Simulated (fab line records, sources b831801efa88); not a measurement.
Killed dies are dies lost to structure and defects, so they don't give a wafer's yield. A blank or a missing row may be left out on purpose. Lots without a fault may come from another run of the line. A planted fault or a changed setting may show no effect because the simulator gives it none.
fab line records | flow gf180mcu
record lots=5 wafers=15 last_day=33
route steps=602 shown HV_LDD@206 NSD@235
lots that met no fault: from a run of the same line without faults
start_h: hours from the record's first day to the start of the lot's first wafer shown | wait_h: hours since the lot's step before | " the same as in the row above | L1.1+2: a row that stands for several wafers | - no value, or no start given | * or withheld: withheld | < > ~ a bound
route shown NAME@n: a module of which the file shows steps, and the number in the route of the first | usual: mean/standard deviation of fault-free wafers | same: alike in all rows | chamber/n: place in a boat | sites: the reading at each site | _std_site: their standard deviation | _edge_site: outer sites' mean less inner sites' | radius_mm: how far each site lies from the wafer's centre | mask NAME#n: copy n | behind: the tool/chamber that last shaped the wafer | hold: why the lot was held/for how many hours/how that ended | device: the transistor (n, p or np) that didn't switch | end of line: the same wafers' tests at the end of the route | a step without rows: its recipe alone | killed: dies lost to structure and defects at the first sort, not the wafer's yield | map: a wafer's dies, x killed, . not, _ none there
set.NAME: the setting as run; set.NAME@STEP: as run at that earlier step | model.NAME: the simulator's own value behind a step, which no gauge read
lots at some steps of the route; a table a step, a row a wafer
services: from which hour (start_h, from the record's first day; less than 0 if before it) a tool's chamber was out of use, for how many hours, and why
## steps
# step GF_HV_LDD_DEVELOP_30
# recipe develop_time_s=60 dev_temp_c=23
# usual developer_temp_C=23.01/0.1
# columns lot.wafer tool chamber start_h wait_h developer_temp_C
L078.1 litho_track-02 0 289.66 0.1 22.91
L078.3 " 0 " " 23.05
L078.6 " 0 " " 22.99
L081.1 litho_track-02 0 303.61 0.1 22.98
L081.4 " 0 " " 22.87
L081.5 " 0 " " 23.01
L082.1 litho_track-04 0 315.96 0.1 23.13
L082.2 " 0 " " 23.05
L082.6 " 0 " " 23.08
L085.3 litho_track-03 0 338.94 0.1 22.85
L085.4 " 0 " " 22.92
L085.6 " 0 " " 22.98
L093.2 litho_track-02 0 402.49 0.1 23.07
L093.3 " 0 " " 23.22
L093.4 " 0 " " 23.09
# step GF_HV_LDD_CD_MEAS_31
# recipe target_cd_nm=400
# usual cd_nm=399.0/2.1
# columns lot.wafer tool chamber start_h wait_h cd_nm
L078.1 cd_sem-01 - 289.81 0.1 397.8
L078.3 " - " " 398.0
L078.6 " - " " 400.8
L081.1 cd_sem-02 - 303.76 0.1 398.3
L081.4 " - " " 400.7
L081.5 " - " " 399.5
L082.1 cd_sem-01 - 316.11 0.1 397.4
L082.2 " - " " 396.8
L082.6 " - " " 399.5
L085.3 cd_sem-02 - 339.08 0.1 400.3
L085.4 " - " " 399.7
L085.6 " - " " 399.5
L093.2 cd_sem-01 - 402.63 0.1 401.5
L093.3 " - " " 400.2
L093.4 " - " " 398.3
# step GF_HV_LDD_OVL_MEAS_32
# usual HV_LDD_02_OVL=1.7/1.4
# columns lot.wafer tool chamber start_h wait_h HV_LDD_02_OVL[nm]
L078.1 overlay-01 - 289.93 0.1 2.1
L078.3 " - " " 0.0
L078.6 " - " " 2.3
L081.1 overlay-01 - 303.88 0.1 2.4
L081.4 " - " " 0.7
L081.5 " - " " 3.1
L082.1 overlay-02 - 316.23 0.1 -1.5
L082.2 " - " " 1.3
L082.6 " - " " 0.9
L085.3 overlay-01 - 339.17 0.1 4.0
L085.4 " - " " 3.7
L085.6 " - " " 2.5
L093.2 overlay-02 - 402.74 0.1 0.4
L093.3 " - " " -0.8
L093.4 " - " " 1.6
# step GF_HV_LDD_IMPLANT_33
# recipe species=P energy_kev=60 dose_cm2=7.5e+12 tilt_deg=30 rotation_deg=0
# usual beam_energy_keV=60.001/0.022 faraday_current_uA=42.3/0.74
# columns lot.wafer tool chamber start_h wait_h beam_energy_keV faraday_current_uA
L078.1 implanter-01 0 289.97 0.0 59.991 42.3
L078.3 " 0 " " 60.031 41.7
L078.6 " 0 " " 60.005 42.4
L081.1 implanter-03 0 303.92 0.0 59.979 41.6
L081.4 " 0 " " 59.976 41.6
L081.5 " 0 " " 59.979 42.6
L082.1 implanter-04 0 316.27 0.0 60.023 42.4
L082.2 " 0 " " 60.038 43.3
L082.6 " 0 " " 59.995 42.9
L085.3 implanter-04 0 339.24 0.1 59.986 42.5
L085.4 " 0 " " 59.997 41.7
L085.6 " 0 " " 59.973 41.6
L093.2 implanter-01 0 402.79 0.0 60.003 42.9
L093.3 " 0 " " 59.985 41.9
L093.4 " 0 " " 59.998 40.1
# step GF_HV_LDD_IMPLANT_34
# recipe species=P energy_kev=60 dose_cm2=7.5e+12 tilt_deg=30 rotation_deg=90
# usual beam_energy_keV=60.000/0.019 faraday_current_uA=42.2/0.94
# columns lot.wafer tool chamber start_h wait_h beam_energy_keV faraday_current_uA
L078.1 implanter-01 0 290.12 0.1 60.001 44.1
L078.3 " 0 " " 59.974 41.7
L078.6 " 0 " " 59.993 42.4
L081.1 implanter-03 0 304.07 0.1 59.992 41.6
L081.4 " 0 " " 60.005 43.2
L081.5 " 0 " " 60.014 42.7
L082.1 implanter-04 0 316.42 0.1 60.040 42.4
L082.2 " 0 " " 59.999 42.2
L082.6 " 0 " " 60.002 43.2
L085.3 implanter-04 0 339.39 0.1 59.954 43.0
L085.4 " 0 " " 59.985 40.2
L085.6 " 0 " " 59.977 43.8
L093.2 implanter-01 0 402.94 0.1 59.986 41.8
L093.3 " 0 " " 59.994 44.0
L093.4 " 0 " " 59.984 41.0
# step GF_HV_LDD_IMPLANT_35
# recipe species=P energy_kev=60 dose_cm2=7.5e+12 tilt_deg=30 rotation_deg=180
# usual beam_energy_keV=60.001/0.017 faraday_current_uA=42.2/0.75
# columns lot.wafer tool chamber start_h wait_h beam_energy_keV faraday_current_uA
L078.1 implanter-01 0 290.27 0.1 60.006 43.4
L078.3 " 0 " " 59.988 41.3
L078.6 " 0 " " 60.010 43.0
L081.1 implanter-03 0 304.22 0.1 60.015 41.8
L081.4 " 0 " " 60.017 42.3
L081.5 " 0 " " 60.007 42.3
L082.1 implanter-04 0 316.57 0.1 59.999 41.6
L082.2 " 0 " " 60.017 41.4
L082.6 " 0 " " 60.008 41.9
L085.3 implanter-04 0 339.54 0.1 59.979 42.9
L085.4 " 0 " " 59.978 42.0
L085.6 " 0 " " 59.975 41.5
L093.2 implanter-01 0 403.09 0.1 59.987 42.2
L093.3 " 0 " " 59.988 41.2
L093.4 " 0 " " 59.981 42.4
# step GF_HV_LDD_IMPLANT_36
# recipe species=P energy_kev=60 dose_cm2=7.5e+12 tilt_deg=30 rotation_deg=270
# usual beam_energy_keV=60.002/0.018 faraday_current_uA=42.2/0.88
# columns lot.wafer tool chamber start_h wait_h beam_energy_keV faraday_current_uA
L078.1 implanter-01 0 290.42 0.1 60.023 43.7
L078.3 " 0 " " 60.013 42.5
L078.6 " 0 " " 60.017 41.3
L081.1 implanter-03 0 304.37 0.1 60.013 43.0
L081.4 " 0 " " 60.010 42.9
L081.5 " 0 " " 60.013 41.3
L082.1 implanter-04 0 316.72 0.1 59.960 41.1
L082.2 " 0 " " 59.984 42.6
L082.6 " 0 " " 59.988 42.3
L085.3 implanter-04 0 339.69 0.1 60.017 41.4
L085.4 " 0 " " 60.009 44.3
L085.6 " 0 " " 59.983 42.6
L093.2 implanter-01 0 403.24 0.1 60.005 40.6
L093.3 " 0 " " 60.023 42.7
L093.4 " 0 " " 60.008 41.4
# step GF_HV_LDD_STRIP_37
# recipe chemistry=O2/N2 power_w=1400 pressure_mtorr=1500 platen_temp_c=250 o2_flow_sccm=3000 n2_flow_sccm=300 overash_fraction=0.5
# usual chamber_pressure_mTorr=1500/3.8 drypump_motor_current_A=5.3/0.55 heater_power_w=344/30 oes_product_au=0.716/0.005 strip_time_to_endpoint_s=12.63/0.035
# columns lot.wafer tool chamber start_h wait_h chamber_pressure_mTorr drypump_motor_current_A heater_power_w oes_product_au rf_hours_counter_h strip_time_to_endpoint_s
L078.1 plasma_asher-01 1 290.57 0.1 1497 5.6 372 0.721 64 12.58
L078.3 " 0 " " 1500 5.2 318 0.722 - 12.59
L078.6 " 1 " " 1499 5.6 362 0.714 - 12.58
L081.1 plasma_asher-01 0 304.52 0.1 1501 5.2 315 0.716 66 12.70
L081.4 " 0 " " 1500 5.2 317 0.719 - 12.70
L081.5 " 1 " " 1499 5.6 375 0.713 - 12.70
L082.1 plasma_asher-01 0 316.87 0.1 1501 5.2 322 0.715 67 12.62
L082.2 " 1 " " 1502 5.6 366 0.715 67 12.63
L082.6 " 0 " " 1501 5.2 317 0.719 - 12.67
L085.3 plasma_asher-03 0 339.83 0.1 1500 4.7 278 0.713 - 12.58
L085.4 " 1 " " 1501 4.9 347 0.727 - 12.60
L085.6 " 0 " " 1503 4.7 285 0.719 - 12.60
L093.2 plasma_asher-02 0 403.37 0.1 1501 4.7 379 0.716 62 12.69
L093.3 " 0 " " 1498 4.7 375 0.714 - 12.69
L093.4 " 1 " " 1503 6.2 331 0.712 - 12.69
# step GF_HV_LDD_TW_MEAS_38
# usual HV_LDD_3_TW=1436/7.2
# columns lot.wafer tool chamber start_h wait_h HV_LDD_3_TW
L078.1 film_metro-03 - 290.67 0.1 1444
L078.3 " - " " 1439
L078.6 " - " " 1440
L081.1 film_metro-03 - 304.62 0.1 1446
L081.4 " - " " 1440
L081.5 " - " " 1444
L082.1 film_metro-04 - 316.97 0.1 1438
L082.2 " - " " 1437
L082.6 " - " " 1444
L085.3 film_metro-04 - 339.91 0.1 1432
L085.4 " - " " 1432
L085.6 " - " " 1436
L093.2 film_metro-04 - 403.48 0.1 1439
L093.3 " - " " 1437
L093.4 " - " " 1443
# step GF_HV_LDD_DEHYDRATE_39
# recipe temp_c=200 time_s=60
# same time_s=60
# columns lot.wafer tool chamber start_h wait_h
L078.1+3+6 litho_track-04 0 300.01 9.3
L081.1+4+5 litho_track-04 0 314.31 9.7
L082.1+2+6 litho_track-02 0 326.86 9.9
L085.3+4+6 litho_track-02 0 349.96 10.0
L093.2+3+4 litho_track-04 0 414.58 11.1
# step GF_HV_LDD_HMDS_40
# recipe prime_time_s=60 prime_temp_c=120
# columns lot.wafer tool chamber start_h wait_h
L078.1+3+6 litho_track-04 0 300.16 0.1
L081.1+4+5 litho_track-04 0 314.46 0.1
L082.1+2+6 litho_track-02 0 327.01 0.1
L085.3+4+6 litho_track-02 0 350.11 0.1
L093.2+3+4 litho_track-04 0 414.73 0.1
# step GF_HV_LDD_COAT_41
# recipe resist=NOVOLAK spin_rpm=3000 resist_thk_nm=1000
# columns lot.wafer tool chamber start_h wait_h
L078.1+3+6 litho_track-04 0 300.31 0.1
L081.1+4+5 litho_track-04 0 314.61 0.1
L082.1+2+6 litho_track-02 0 327.16 0.1
L085.3+4+6 litho_track-02 0 350.26 0.1
L093.2+3+4 litho_track-04 0 414.88 0.1
# step GF_HV_LDD_SOFTBAKE_42
# recipe temp_c=90 time_s=60 resist=NOVOLAK
# same time_s=60
# columns lot.wafer tool chamber start_h wait_h
L078.1+3+6 litho_track-04 0 300.46 0.1
L081.1+4+5 litho_track-04 0 314.76 0.1
L082.1+2+6 litho_track-02 0 327.31 0.1
L085.3+4+6 litho_track-02 0 350.41 0.1
L093.2+3+4 litho_track-04 0 415.03 0.1
# step GF_HV_LDD_EXPOSE_43
# recipe mask_id=Pplus_HV_AREA target_cd_nm=400 na=0.6 source_shape=conventional sigma_outer=0.6 dose_mj=140
# usual reticle_temp_C=22.97/0.098 stage_vel_mm_s=500.01/0.24
# columns lot.wafer tool chamber start_h wait_h mask reticle_temp_C stage_vel_mm_s
L078.1 iline_stepper-02 0 - - Pplus_HV_AREA#0 22.99 499.71
L078.3 " 0 " " Pplus_HV_AREA#0 22.98 499.72
L078.6 " 0 " " Pplus_HV_AREA#0 23.00 499.83
L081.1 iline_stepper-01 0 - - Pplus_HV_AREA#0 22.88 500.44
L081.4 " 0 " " Pplus_HV_AREA#0 23.01 499.88
L081.5 " 0 " " Pplus_HV_AREA#0 22.92 500.58
L082.1 iline_stepper-02 0 - - Pplus_HV_AREA#0 22.77 499.92
L082.2 " 0 " " Pplus_HV_AREA#0 22.93 499.92
L082.6 " 0 " " Pplus_HV_AREA#0 23.05 500.03
L085.3 iline_stepper-02 0 - - Pplus_HV_AREA#0 23.06 500.38
L085.4 " 0 " " Pplus_HV_AREA#0 23.01 499.89
L085.6 " 0 " " Pplus_HV_AREA#0 22.97 499.97
L093.2 iline_stepper-02 0 - - Pplus_HV_AREA#0 22.96 499.78
L093.3 " 0 " " Pplus_HV_AREA#0 23.09 499.74
L093.4 " 0 " " Pplus_HV_AREA#0 23.08 499.75
# step GF_HV_LDD_PEB_44
# recipe temp_c=withheld time_s=* resist=NOVOLAK
# same time_s=*
# columns lot.wafer tool chamber start_h wait_h
L078.1+3+6 litho_track-04 0 - -
L081.1+4+5 litho_track-04 0 - -
L082.1+2+6 litho_track-02 0 - -
L085.3+4+6 litho_track-04 0 - -
L093.2+3+4 litho_track-03 0 - -
# step GF_HV_LDD_DEVELOP_45
# recipe develop_time_s=60 dev_temp_c=23
# usual developer_temp_C=23.01/0.12
# columns lot.wafer tool chamber start_h wait_h developer_temp_C
L078.1 litho_track-04 0 310.66 0.1 22.89
L078.3 " 0 " " 22.98
L078.6 " 0 " " 23.06
L081.1 litho_track-04 0 324.81 0.1 23.01
L081.4 " 0 " " 23.18
L081.5 " 0 " " 23.11
L082.1 litho_track-02 0 337.81 0.1 23.14
L082.2 " 0 " " 23.10
L082.6 " 0 " " 23.03
L085.3 litho_track-04 0 361.61 0.1 23.05
L085.4 " 0 " " 22.98
L085.6 " 0 " " 23.29
L093.2 litho_track-03 0 426.86 0.1 23.05
L093.3 " 0 " " 23.00
L093.4 " 0 " " 23.11
# step GF_HV_LDD_CD_MEAS_46
# recipe target_cd_nm=400
# usual cd_nm=399.3/2.2
# columns lot.wafer tool chamber start_h wait_h cd_nm
L078.1 cd_sem-02 - 310.81 0.1 403.1
L078.3 " - " " 403.3
L078.6 " - " " 401.9
L081.1 cd_sem-01 - 324.96 0.1 397.7
L081.4 " - " " 399.4
L081.5 " - " " 398.2
L082.1 cd_sem-02 - 337.96 0.1 401.1
L082.2 " - " " 400.3
L082.6 " - " " 401.5
L085.3 cd_sem-02 - 361.75 0.1 398.7
L085.4 " - " " 401.1
L085.6 " - " " 400.2
L093.2 cd_sem-02 - 427.01 0.1 398.4
L093.3 " - " " 400.7
L093.4 " - " " 399.4
# step GF_HV_LDD_OVL_MEAS_47
# usual HV_LDD_03_OVL=0.8/1.3
# columns lot.wafer tool chamber start_h wait_h HV_LDD_03_OVL[nm]
L078.1 overlay-01 - 310.93 0.1 1.8
L078.3 " - " " -0.5
L078.6 " - " " 0.8
L081.1 overlay-01 - 325.08 0.1 1.6
L081.4 " - " " -1.4
L081.5 " - " " -0.6
L082.1 overlay-01 - 338.08 0.1 1.1
L082.2 " - " " -0.3
L082.6 " - " " 0.2
L085.3 overlay-02 - 361.84 0.1 -0.1
L085.4 " - " " -0.1
L085.6 " - " " 1.0
L093.2 overlay-01 - 427.11 0.1 1.7
L093.3 " - " " 2.6
L093.4 " - " " 2.5
# step GF_HV_LDD_IMPLANT_48
# recipe species=B energy_kev=25 dose_cm2=3e+13 tilt_deg=7
# usual beam_energy_keV=24.999/0.0084 faraday_current_uA=169/3.5
# columns lot.wafer tool chamber start_h wait_h beam_energy_keV faraday_current_uA
L078.1 implanter-04 0 310.97 0.0 24.990 171
L078.3 " 0 " " 25.002 169
L078.6 " 0 " " 25.001 173
L081.1 implanter-03 0 325.12 0.0 25.005 165
L081.4 " 0 " " 25.015 168
L081.5 " 0 " " 24.997 171
L082.1 implanter-03 0 338.12 0.0 25.015 177
L082.2 " 0 " " 25.018 173
L082.6 " 0 " " 25.017 168
L085.3 implanter-03 0 361.92 0.1 25.009 165
L085.4 " 0 " " 24.998 170
L085.6 " 0 " " 24.998 171
L093.2 implanter-01 0 427.17 0.0 24.996 160
L093.3 " 0 " " 24.999 173
L093.4 " 0 " " 24.998 173
# step GF_HV_LDD_STRIP_49
# recipe chemistry=O2/N2 power_w=1400 pressure_mtorr=1500 platen_temp_c=250 o2_flow_sccm=3000 n2_flow_sccm=300 overash_fraction=0.5
# usual chamber_pressure_mTorr=1500.0/1.3 drypump_motor_current_A=5.3/0.5 heater_power_w=340/31 oes_product_au=0.716/0.0046 strip_time_to_endpoint_s=12.640/0.028
# columns lot.wafer tool chamber start_h wait_h chamber_pressure_mTorr drypump_motor_current_A heater_power_w oes_product_au rf_hours_counter_h strip_time_to_endpoint_s
L078.1 plasma_asher-03 1 311.12 0.1 1497.5 4.9 349 0.712 19 12.612
L078.3 " 1 " " 1500.9 4.9 357 0.710 - 12.633
L078.6 " 1 " " 1498.6 4.9 346 0.722 - 12.633
L081.1 plasma_asher-02 1 325.27 0.1 1497.4 6.2 338 0.717 54 12.580
L081.4 " 0 " " 1501.1 4.7 377 0.712 - 12.628
L081.5 " 0 " " 1503.1 4.7 379 0.712 - 12.680
L082.1 plasma_asher-02 1 338.27 0.1 1500.5 6.2 319 0.718 55 12.649
L082.2 " 0 " " 1501.5 4.7 377 0.718 55 12.635
L082.6 " 1 " " 1501.1 6.2 327 0.719 - 12.639
L085.3 plasma_asher-01 1 362.05 0.1 1500.1 5.6 379 0.722 - 12.637
L085.4 " 0 " " 1499.4 5.2 317 0.717 - 12.626
L085.6 " 1 " " 1498.9 5.6 368 0.724 - 12.619
L093.2 plasma_asher-03 1 427.29 0.1 1499.7 4.9 353 0.716 31 12.652
L093.3 " 0 " " 1502.5 4.7 283 0.716 - 12.661
L093.4 " 1 " " 1500.6 4.9 349 0.722 - 12.664
# step GF_HV_LDD_TW_MEAS_50
# usual HV_LDD_4_TW=569/3.2
# columns lot.wafer tool chamber start_h wait_h HV_LDD_4_TW
L078.1 film_metro-03 - 311.22 0.1 568
L078.3 " - " " 571
L078.6 " - " " 567
L081.1 film_metro-03 - 325.37 0.1 570
L081.4 " - " " 572
L081.5 " - " " 573
L082.1 film_metro-03 - 338.37 0.1 569
L082.2 " - " " 572
L082.6 " - " " 572
L085.3 film_metro-03 - 362.14 0.1 570
L085.4 " - " " 568
L085.6 " - " " 569
L093.2 film_metro-03 - 427.40 0.1 574
L093.3 " - " " 574
L093.4 " - " " 575
# step GF_HV_LDD_CLEAN_51
# recipe chemistry=SC1/SC2 mix=1:4:20 temp_c=70 time_s=156.8 dry=n2_spin
# same time_s=156.8
# columns lot.wafer tool chamber start_h wait_h
L078.1+3+6 wet_bench-03 3 311.28 0.1
L081.1+4+5 wet_bench-03 1 325.43 0.1
L082.1+2+6 wet_bench-01 1 338.43 0.1
L085.3+4+6 wet_bench-03 1 362.18 0.0
L093.2+3+4 wet_bench-03 0 427.45 0.0
# step GF_HV_LDD_RTA_52
# recipe temp_c=1000 time_s=10 ambient=N2
# usual lamp_power_pct=36/4.2 wafer_temp_C_max=1004.2/0.94
# same time_s=10
# columns lot.wafer tool chamber start_h wait_h lamp_power_pct wafer_temp_C_max
L078.1 rtp_anneal-02 0 311.33 0.0 34 1004.4
L078.3 " 0 " " 34 1003.9
L078.6 " 0 " " 34 1007.6
L081.1 rtp_anneal-01 0 325.48 0.0 43 1002.9
L081.4 " 0 " " 43 1003.3
L081.5 " 0 " " 43 1003.1
L082.1 rtp_anneal-01 0 338.48 0.0 43 1003.9
L082.2 " 0 " " 43 1002.8
L082.6 " 0 " " 43 1004.7
L085.3 rtp_anneal-02 0 362.25 0.0 34 1005.6
L085.4 " 0 " " 34 1004.2
L085.6 " 0 " " 34 1004.1
L093.2 rtp_anneal-02 0 427.51 0.0 34 1004.7
L093.3 " 0 " " 34 1003.8
L093.4 " 0 " " 34 1003.9
# step GF_HV_LDD_RS_MEAS_53
# recipe thk_meas_gauge=four-point-probe
# usual HV_LDD_RS=418.3/0.8
# columns lot.wafer tool chamber start_h wait_h HV_LDD_RS[ohm/sq]
L078.1 film_metro-04 - 311.39 0.1 418.7
L078.3 " - " " 419.1
L078.6 " - " " 418.9
L081.1 film_metro-01 - 325.54 0.1 419.1
L081.4 " - " " 418.8
L081.5 " - " " 419.2
L082.1 film_metro-04 - 338.54 0.1 417.1
L082.2 " - " " 418.1
L082.6 " - " " 417.1
L085.3 film_metro-04 - 362.33 0.1 417.7
L085.4 " - " " 416.9
L085.6 " - " " 417.6
L093.2 film_metro-01 - 427.59 0.1 419.4
L093.3 " - " " 418.1
L093.4 " - " " 418.4
# step GF_HV_LDD_CVD_54
# recipe material=SiO2 target_thk_nm=10 precursor=TEOS temp_c=680 time_s=75 pressure_mtorr=400
# usual spike_tc_top_C=697.2/2
# same time_s=75
# columns lot.wafer tool chamber start_h wait_h spike_tc_top_C
L078.1 lpcvd-02 0 311.51 0.1 694.3
L078.3 " 0 " " 695.5
L078.6 " 0 " " 694.7
L081.1 lpcvd-01 0 325.66 0.1 697.8
L081.4 " 0 " " 698.2
L081.5 " 0 " " 698.2
L082.1 lpcvd-02 0 338.66 0.1 697.5
L082.2 " 0 " " 696.9
L082.6 " 0 " " 693.7
L085.3 lpcvd-02 0 362.41 0.1 696.1
L085.4 " 0 " " 693.7
L085.6 " 0 " " 694.3
L093.2 lpcvd-01 0 427.69 0.1 697.8
L093.3 " 0 " " 697.4
L093.4 " 0 " " 696.8
# step GF_HV_LDD_THK_MEAS_55
# recipe reads=SiO2_of_HV_LDD_CVD_54
# usual HV_LDD_CVD_54_THK=10.01/0.13
# columns lot.wafer tool chamber start_h wait_h HV_LDD_CVD_54_THK[nm]
L078.1 film_metro-04 - 312.53 0.0 10.26
L078.3 " - " " 10.22
L078.6 " - " " 10.20
L081.1 film_metro-01 - 326.68 0.0 9.90
L081.4 " - " " 10.03
L081.5 " - " " 9.92
L082.1 film_metro-01 - 339.69 0.0 9.85
L082.2 " - " " 9.90
L082.6 " - " " 9.89
L085.3 film_metro-04 - 363.96 0.0 9.91
L085.4 " - " " 9.87
L085.6 " - " " 9.94
L093.2 film_metro-01 - 428.72 0.0 10.15
L093.3 " - " " 10.12
L093.4 " - " " 10.08
# step GF_HV_LDD_CVD_56
# recipe material=Si3N4 precursor=DCS/NH3 target_thk_nm=90 temp_c=770 time_s=1543 pressure_mtorr=250
# usual spike_tc_top_C=785.0/2.2
# same time_s=1543
# columns lot.wafer tool chamber start_h wait_h spike_tc_top_C
L078.1 lpcvd-02 0 312.59 0.1 782.9
L078.3 " 0 " " 783.3
L078.6 " 0 " " 781.6
L081.1 lpcvd-02 1 326.74 0.1 783.8
L081.4 " 1 " " 786.4
L081.5 " 1 " " 785.7
L082.1 lpcvd-01 0 339.75 0.1 784.4
L082.2 " 0 " " 782.3
L082.6 " 0 " " 784.8
L085.3 lpcvd-01 0 364.00 0.0 784.5
L085.4 " 0 " " 786.1
L085.6 " 0 " " 784.2
L093.2 lpcvd-02 0 428.77 0.0 783.9
L093.3 " 0 " " 784.7
L093.4 " 0 " " 780.7
# step GF_HV_LDD_THK_MEAS_57
# recipe reads=Si3N4_of_HV_LDD_CVD_56
# usual HV_LDD_CVD_56_THK=90.1/0.86
# columns lot.wafer tool chamber start_h wait_h HV_LDD_CVD_56_THK[nm]
L078.1 film_metro-04 - 314.02 0.0 89.5
L078.3 " - " " 89.3
L078.6 " - " " 90.8
L081.1 film_metro-01 - 328.17 0.0 90.4
L081.4 " - " " 89.5
L081.5 " - " " 90.7
L082.1 film_metro-03 - 341.17 0.0 90.8
L082.2 " - " " 91.3
L082.6 " - " " 90.4
L085.3 film_metro-03 - 365.45 0.0 89.3
L085.4 " - " " 89.9
L085.6 " - " " 90.1
L093.2 film_metro-04 - 430.21 0.0 89.8
L093.3 " - " " 89.8
L093.4 " - " " 89.6
# step GF_HV_LDD_ETCHBACK_58
# recipe chemistry=CH3F/O2 target=Si3N4 stop_on=SiO2 source_w=400 bias_w=80 pressure_mtorr=25 ch3f_flow_sccm=40 O2_flow_sccm=30 time_s=100 target_depth_a=900
# usual O2_flow_sccm=29.99/0.083 chamber_pressure_mTorr=25.003/0.021 drypump_motor_current_A=5.7/0.45 oes_product_au=0.843/0.0066 throttle_valve_pct=10.561/0.0082
# same time_s=100
# columns lot.wafer tool chamber start_h wait_h O2_flow_sccm chamber_pressure_mTorr drypump_motor_current_A oes_product_au rf_hours_counter_h throttle_valve_pct
L078.1 rie_diel-03 2 314.08 0.1 30.02 24.969 5.1 0.842 105 10.558
L078.3 " 0 " " 30.04 25.016 6.1 0.843 79 10.557
L078.6 " 3 " " 29.97 24.984 5.3 0.845 - 10.565
L081.1 rie_diel-02 0 328.23 0.1 30.17 25.011 6.1 0.843 76 10.575
L081.4 " 3 " " 30.04 25.003 5.8 0.840 28 10.557
L081.5 " 3 " " 29.87 24.999 5.7 0.846 - 10.575
L082.1 rie_diel-03 3 341.23 0.1 29.99 24.984 5.3 0.840 62 10.563
L082.2 " 1 " " 29.89 25.004 5.0 0.851 49 10.578
L082.6 " 3 " " 30.02 25.027 5.3 0.845 - 10.562
L085.3 rie_diel-01 0 365.49 0.0 30.06 25.029 4.8 0.838 31 10.569
L085.4 " 3 " " 29.98 25.050 5.7 0.849 5 10.561
L085.6 " 3 " " 30.04 25.006 5.7 0.842 - 10.542
L093.2 rie_diel-01 3 430.26 0.0 29.96 25.014 5.7 0.842 6 10.559
L093.3 " 1 " " 29.93 25.009 5.3 0.843 92 10.577
L093.4 " 2 " " 30.04 24.985 6.4 0.838 35 10.563
# step GF_NSD_DEHYDRATE_00
# recipe temp_c=200 time_s=60
# same time_s=60
# columns lot.wafer tool chamber start_h wait_h
L078.1+3+6 litho_track-01 0 324.04 9.9
L081.1+4+5 litho_track-02 0 337.96 9.7
L082.1+2+6 litho_track-04 0 351.66 10.4
L085.3+4+6 litho_track-02 0 376.31 10.8
L093.2+3+4 litho_track-04 0 441.88 11.6
# step GF_NSD_HMDS_01
# recipe prime_time_s=60 prime_temp_c=120
# columns lot.wafer tool chamber start_h wait_h
L078.1+3+6 litho_track-01 0 324.19 0.1
L081.1+4+5 litho_track-02 0 338.11 0.1
L082.1+2+6 litho_track-04 0 351.81 0.1
L085.3+4+6 litho_track-02 0 376.46 0.1
L093.2+3+4 litho_track-04 0 442.03 0.1
# step GF_NSD_COAT_02
# recipe resist=NOVOLAK spin_rpm=3000 resist_thk_nm=1000
# columns lot.wafer tool chamber start_h wait_h
L078.1+3+6 litho_track-01 0 324.34 0.1
L081.1+4+5 litho_track-02 0 338.26 0.1
L082.1+2+6 litho_track-04 0 351.96 0.1
L085.3+4+6 litho_track-02 0 376.61 0.1
L093.2+3+4 litho_track-04 0 442.18 0.1
# step GF_NSD_SOFTBAKE_03
# recipe temp_c=90 time_s=60 resist=NOVOLAK
# same time_s=60
# columns lot.wafer tool chamber start_h wait_h
L078.1+3+6 litho_track-01 0 324.49 0.1
L081.1+4+5 litho_track-02 0 338.41 0.1
L082.1+2+6 litho_track-04 0 352.11 0.1
L085.3+4+6 litho_track-02 0 376.76 0.1
L093.2+3+4 litho_track-04 0 442.33 0.1
# step GF_NSD_EXPOSE_04
# recipe mask_id=Nplus target_cd_nm=400 na=0.6 source_shape=conventional sigma_outer=0.6 dose_mj=140
# usual reticle_temp_C=23.00/0.098 stage_vel_mm_s=500.01/0.21
# columns lot.wafer tool chamber start_h wait_h mask reticle_temp_C stage_vel_mm_s
L078.1 iline_stepper-02 0 - - Nplus#0 23.08 499.91
L078.3 " 0 " " Nplus#0 22.86 499.79
L078.6 " 0 " " Nplus#0 22.86 499.91
L081.1 iline_stepper-02 0 - - Nplus#0 22.99 500.26
L081.4 " 0 " " Nplus#0 22.79 500.65
L081.5 " 0 " " Nplus#0 22.98 500.63
L082.1 iline_stepper-01 0 - - Nplus#0 23.11 499.83
L082.2 " 0 " " Nplus#0 23.08 500.00
L082.6 " 0 " " Nplus#0 23.02 499.69
L085.3 iline_stepper-01 0 - - Nplus#0 23.11 499.95
L085.4 " 0 " " Nplus#0 23.12 500.09
L085.6 " 0 " " Nplus#0 22.96 500.31
L093.2 iline_stepper-01 0 - - Nplus#0 22.98 499.97
L093.3 " 0 " " Nplus#0 22.91 500.05
L093.4 " 0 " " Nplus#0 22.84 499.75
# step GF_NSD_PEB_05
# recipe temp_c=withheld time_s=* resist=NOVOLAK
# same time_s=*
# columns lot.wafer tool chamber start_h wait_h
L078.1+3+6 litho_track-04 0 - -
L081.1+4+5 litho_track-04 0 - -
L082.1+2+6 litho_track-04 0 - -
L085.3+4+6 litho_track-02 0 - -
L093.2+3+4 litho_track-01 0 - -
# step GF_NSD_DEVELOP_06
# recipe develop_time_s=60 dev_temp_c=23
# usual developer_temp_C=23.01/0.11
# columns lot.wafer tool chamber start_h wait_h developer_temp_C
L078.1 litho_track-04 0 334.76 0.1 23.08
L078.3 " 0 " " 23.00
L078.6 " 0 " " 23.14
L081.1 litho_track-04 0 348.51 0.1 22.90
L081.4 " 0 " " 22.95
L081.5 " 0 " " 22.82
L082.1 litho_track-04 0 362.86 0.1 23.17
L082.2 " 0 " " 23.07
L082.6 " 0 " " 22.86
L085.3 litho_track-02 0 387.96 0.1 23.14
L085.4 " 0 " " 23.09
L085.6 " 0 " " 22.98
L093.2 litho_track-01 0 454.57 0.1 23.07
L093.3 " 0 " " 22.92
L093.4 " 0 " " 23.08
## services
# columns tool chamber start_h hours kind
rie_diel-01 3 265.76 4.0 repair
implanter-03 - 271.10 0.6 repair
rie_diel-01 2 274.03 57.9 repair
plasma_asher-02 - 284.70 28.1 pm
implanter-03 - 290.77 2.9 repair
implanter-04 - 297.11 1.7 repair
implanter-01 - 348.10 3.4 pm
rie_diel-03 2 353.32 9.4 repair
rtp_anneal-01 - 367.62 91.4 pm
iline_stepper-02 - 382.51 2.1 pm
iline_stepper-02 - 384.59 - consumable_replace:lamp
iline_stepper-01 - 393.22 0.7 repair
iline_stepper-02 0 402.36 - calibration
iline_stepper-01 - 406.78 6.6 repair
iline_stepper-02 - 413.34 1.7 pm
plasma_asher-01 - 421.35 9.0 pm
plasma_asher-01 0 421.35 9.0 vent_cycle
plasma_asher-01 1 421.35 9.0 vent_cycle
rie_diel-02 0 424.74 20.9 repair
rie_diel-01 3 442.09 4.9 repair
rie_diel-01 - 445.03 0.8 repair
plasma_asher-02 - 448.34 2.1 repair
implanter-04 - 449.21 7.5 repair
iline_stepper-01 - 452.63 1.7 pm
## key
fault none
